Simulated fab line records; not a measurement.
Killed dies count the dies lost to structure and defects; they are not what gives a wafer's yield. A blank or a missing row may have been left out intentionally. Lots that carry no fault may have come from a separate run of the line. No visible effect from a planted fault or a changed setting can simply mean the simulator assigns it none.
Which of the tools did it? | flow sky130 | 72 wafers from 24 lots sampled at 4 of the route's 708 steps

== WHAT THE GAUGES SHOWED, per wafer ==
SKY_METAL1_OVL_MEAS_16.
lot  | measured     | on         | METAL1_OVL (nm)
L074 | day 33 02:43 | overlay-02 | -7 -6 -1
L075 | day 33 16:19 | overlay-02 | 5 -3 -3
L076 | day 33 18:55 | overlay-01 | -1 2 -1
L077 | day 33 19:38 | overlay-01 | -3 -1 -3
L078 | day 34 04:01 | overlay-01 | -4 6 3
L079 | day 34 18:25 | overlay-01 | 1 1 -7
L080 | day 35 03:49 | overlay-02 | -11 -5 -12
L081 | day 35 16:01 | overlay-01 | -6 1 -7
L082 | day 35 20:19 | overlay-01 | -4 -6 -2
L083 | day 35 22:49 | overlay-01 | -1 2 5
L084 | day 36 08:28 | overlay-01 | 1 -2 4
L085 | day 36 11:49 | overlay-02 | 0 -7 -2
L086 | day 36 18:34 | overlay-01 | 1 4 0
L087 | day 37 04:10 | overlay-01 | -5 -2 -3
L088 | day 37 14:16 | overlay-02 | -5 -2 -1
L089 | day 37 21:22 | overlay-01 | 3 6 -3
L090 | day 38 00:19 | overlay-02 | 1 2 1
L091 | day 38 08:50 | overlay-01 | -5 -7 0
L092 | day 38 10:22 | overlay-01 | 6 8 3
L093 | day 38 19:01 | overlay-02 | 8 3 -3
L094 | day 39 04:22 | overlay-02 | -4 3 4
L095 | day 39 23:24 | overlay-02 | 1 -1 -2
L096 | day 40 00:17 | overlay-01 | -5 -5 -10
L097 | day 40 00:32 | overlay-02 | -2 6 12

== TOOL THAT RAN EACH LOT (tool first, then ch and the chambers of the sampled wafers, then the start) ==
lot  | SKY_LI_CONTACT_ETCH_15             | SKY_LI_CONTACT_SPUTTER_19    | SKY_CONTACT_ETCH_17
L074 | rie_diel-03 ch 0,1,3, day 29 11:30 | pvd_sputter-01, day 29 11:53 | rie_diel-04 ch 0,1,2, day 31 21:32
L075 | rie_diel-01 ch 0,3, day 30 02:14   | pvd_sputter-04, day 30 02:38 | rie_diel-01 ch 0,1, day 32 11:32
L076 | rie_diel-03 ch 0,2,3, day 30 03:50 | pvd_sputter-01, day 30 04:13 | rie_diel-03 ch 1,2, day 32 13:53
L077 | rie_diel-03 ch 0,2,3, day 30 05:02 | pvd_sputter-01, day 30 05:22 | rie_diel-03 ch 0,1,3, day 32 15:02
L078 | rie_diel-02 ch 0,1,2, day 30 15:21 | pvd_sputter-04, day 30 15:46 | rie_diel-04 ch 0,1,2, day 32 23:17
L079 | rie_diel-02 ch 0,1, day 31 04:47   | pvd_sputter-02, day 31 05:10 | rie_diel-01 ch 0,1,3, day 33 13:56
L080 | rie_diel-02 ch 0,1, day 31 15:05   | pvd_sputter-01, day 31 15:40 | rie_diel-01 ch 0,2, day 33 23:35
L081 | rie_diel-01 ch 0,1,2, day 32 02:39 | pvd_sputter-02, day 32 03:02 | rie_diel-04 ch 0,3, day 34 11:26
L082 | rie_diel-03 ch 1,2,3, day 32 07:44 | pvd_sputter-02, day 32 08:07 | rie_diel-04 ch 0,1,2, day 34 16:26
L083 | rie_diel-02 ch 0,2, day 32 10:56   | pvd_sputter-04, day 32 11:20 | rie_diel-01 ch 0,1,3, day 34 19:35
L084 | rie_diel-03 ch 1,2,3, day 32 20:29 | pvd_sputter-04, day 32 20:52 | rie_diel-04 ch 0,2, day 35 04:32
L085 | rie_diel-02 ch 0,1,2, day 32 23:56 | pvd_sputter-01, day 33 00:19 | rie_diel-01 ch 2,3, day 35 07:56
L086 | rie_diel-02 ch 1,3, day 33 06:44   | pvd_sputter-02, day 33 07:07 | rie_diel-01 ch 1,2,3, day 35 14:11
L087 | rie_diel-03 ch 1,2,3, day 33 16:02 | pvd_sputter-01, day 33 16:25 | rie_diel-03 ch 0,1,3, day 36 00:17
L088 | rie_diel-03 ch 0,1,3, day 34 03:17 | pvd_sputter-04, day 34 03:40 | rie_diel-04 ch 2,3, day 36 11:14
L089 | rie_diel-02 ch 0,1, day 34 09:05   | pvd_sputter-04, day 34 09:28 | rie_diel-01 ch 1,2, day 36 17:26
L090 | rie_diel-01 ch 1,2, day 34 12:27   | pvd_sputter-01, day 34 12:50 | rie_diel-03 ch 2,3, day 36 20:53
L091 | rie_diel-03 ch 0,2,3, day 34 21:11 | pvd_sputter-04, day 34 21:34 | rie_diel-04 ch 0,1,2, day 37 04:41
L092 | rie_diel-02 ch 1,2, day 34 23:48   | pvd_sputter-04, day 35 00:11 | rie_diel-01 ch 2,3, day 37 07:23
L093 | rie_diel-02 ch 1,2, day 35 08:30   | pvd_sputter-02, day 35 08:53 | rie_diel-03 ch 1,3, day 37 16:20
L094 | rie_diel-01 ch 0,2, day 35 17:38   | pvd_sputter-02, day 35 18:01 | rie_diel-01 ch 0,2,3, day 38 00:44
L095 | rie_diel-02 ch 1,3, day 36 15:50   | pvd_sputter-01, day 36 16:13 | rie_diel-01 ch 1,3, day 38 20:53
L096 | rie_diel-01 ch 1,2, day 36 16:32   | pvd_sputter-04, day 36 16:55 | rie_diel-03 ch 0,2, day 38 21:53
L097 | rie_diel-03 ch 0,2, day 36 16:47   | pvd_sputter-02, day 36 17:10 | rie_diel-04 ch 0,3, day 38 23:08
- SKY_LI_CONTACT_ETCH_15: etches PSG in C4F8/O2/Ar, stops on Si, target depth 600 nm.
- SKY_LI_CONTACT_SPUTTER_19: material Ti, target thk 20 nm, time 106.37 s.
- SKY_CONTACT_ETCH_17: etches SiO2 in C4F8/O2/Ar, stops on Si3N4, target depth 340 nm.

== WHAT THE TOOLS THEMSELVES READ (means of the sampled wafers that have a number; where no wafer has one, the mark that the record gives instead) ==
SKY_LI_CONTACT_ETCH_15.
lot  | tool        | bias_w (W) | oes_product_au (a.u.)
L074 | rie_diel-03 | 1201       | 0.836
L075 | rie_diel-01 | 1198       | 0.835
L076 | rie_diel-03 | 1200       | 0.831
L077 | rie_diel-03 | 1196       | 0.836
L078 | rie_diel-02 | 1201       | 0.833
L079 | rie_diel-02 | 1200       | 0.835
L080 | rie_diel-02 | 1204       | 0.836
L081 | rie_diel-01 | 1195       | 0.838
L082 | rie_diel-03 | 1200       | 0.837
L083 | rie_diel-02 | 1200       | 0.838
L084 | rie_diel-03 | 1202       | 0.841
L085 | rie_diel-02 | 1204       | 0.837
L086 | rie_diel-02 | 1198       | 0.836
L087 | rie_diel-03 | 1202       | 0.836
L088 | rie_diel-03 | 1200       | 0.837
L089 | rie_diel-02 | 1194       | 0.834
L090 | rie_diel-01 | 1201       | 0.834
L091 | rie_diel-03 | 1203       | 0.837
L092 | rie_diel-02 | 1194       | 0.836
L093 | rie_diel-02 | 1198       | 0.835
L094 | rie_diel-01 | 1198       | 0.837
L095 | rie_diel-02 | 1201       | 0.837
L096 | rie_diel-01 | 1197       | 0.844
L097 | rie_diel-03 | 1200       | 0.837

SKY_LI_CONTACT_SPUTTER_19.
lot  | tool           | cathode_dc_power_W (W) | chamber_pressure_pa (Pa) | throttle_valve_pct (%)
L074 | pvd_sputter-01 | 2500.1                 | 4.998                    | 29.6
L075 | pvd_sputter-04 | 2500.1                 | 5.006                    | 30.1
L076 | pvd_sputter-01 | 2499.9                 | 4.995                    | 28.6
L077 | pvd_sputter-01 | 2500.0                 | 4.996                    | 28.9
L078 | pvd_sputter-04 | 2499.9                 | 5.006                    | 29.7
L079 | pvd_sputter-02 | 2499.4                 | 5.007                    | 29.7
L080 | pvd_sputter-01 | 2500.2                 | 5.003                    | 31.3
L081 | pvd_sputter-02 | 2499.7                 | 5.006                    | 29.6
L082 | pvd_sputter-02 | 2499.8                 | 5.000                    | 31.0
L083 | pvd_sputter-04 | 2499.8                 | 5.002                    | 29.9
L084 | pvd_sputter-04 | 2500.3                 | 4.994                    | 29.8
L085 | pvd_sputter-01 | 2500.0                 | 4.993                    | 28.9
L086 | pvd_sputter-02 | 2500.0                 | 5.005                    | 31.3
L087 | pvd_sputter-01 | 2500.2                 | 5.004                    | 30.2
L088 | pvd_sputter-04 | 2499.9                 | 4.995                    | 29.6
L089 | pvd_sputter-04 | 2499.6                 | 4.998                    | 30.5
L090 | pvd_sputter-01 | 2499.7                 | 5.007                    | 30.8
L091 | pvd_sputter-04 | 2499.7                 | 4.995                    | 29.9
L092 | pvd_sputter-04 | 2500.1                 | 5.000                    | 29.7
L093 | pvd_sputter-02 | 2499.4                 | 4.990                    | 30.1
L094 | pvd_sputter-02 | 2500.3                 | 4.999                    | 29.7
L095 | pvd_sputter-01 | 2500.5                 | 5.005                    | 29.6
L096 | pvd_sputter-04 | 2499.8                 | 5.007                    | 28.9
L097 | pvd_sputter-02 | 2499.4                 | 5.001                    | 29.9

SKY_CONTACT_ETCH_17.
lot  | tool        | bias_w (W) | oes_product_au (a.u.)
L074 | rie_diel-04 | 1195       | 0.892
L075 | rie_diel-01 | 1199       | 0.893
L076 | rie_diel-03 | 1196       | 0.893
L077 | rie_diel-03 | 1197       | 0.891
L078 | rie_diel-04 | 1203       | 0.901
L079 | rie_diel-01 | 1199       | 0.889
L080 | rie_diel-01 | 1200       | 0.885
L081 | rie_diel-04 | 1204       | 0.884
L082 | rie_diel-04 | 1198       | 0.896
L083 | rie_diel-01 | 1196       | 0.898
L084 | rie_diel-04 | 1198       | 0.891
L085 | rie_diel-01 | 1198       | 0.893
L086 | rie_diel-01 | 1199       | 0.889
L087 | rie_diel-03 | 1200       | 0.889
L088 | rie_diel-04 | 1199       | 0.893
L089 | rie_diel-01 | 1202       | 0.893
L090 | rie_diel-03 | 1203       | 0.897
L091 | rie_diel-04 | 1200       | 0.893
L092 | rie_diel-01 | 1201       | 0.886
L093 | rie_diel-03 | 1198       | 0.895
L094 | rie_diel-01 | 1200       | 0.891
L095 | rie_diel-01 | 1201       | 0.887
L096 | rie_diel-03 | 1202       | 0.893
L097 | rie_diel-04 | 1198       | 0.894

== THE ANSWER, worked out from the rows above alone ==
Rule: usual is defined by the lots themselves. The widest of any qualifying gaps counts: lots, ordered by their means at a reading, are off when they make up no more than a third of the lots, leave a main group of 4 or more, and stand apart from it by 3 or more times the standard deviation of that group's means. If all means in a main group match to the digits the tables above print for the reading, that group is not used. A lot without any number at a reading at which 4 lots or more have one is off too. Where the step has rows for the other lots, those lots are counted as sound. First the gauges in route order, then the tools' own readings, where a lot's mean is used as printed above. The first step at which some lot is off is used, and at that step the reading that is off furthest; a lot without a number counts as furthest.
No lot is off at any reading shown: from this, nothing can be told.

== WHAT HAD BEEN PUT IN BY THE SIMULATOR ==
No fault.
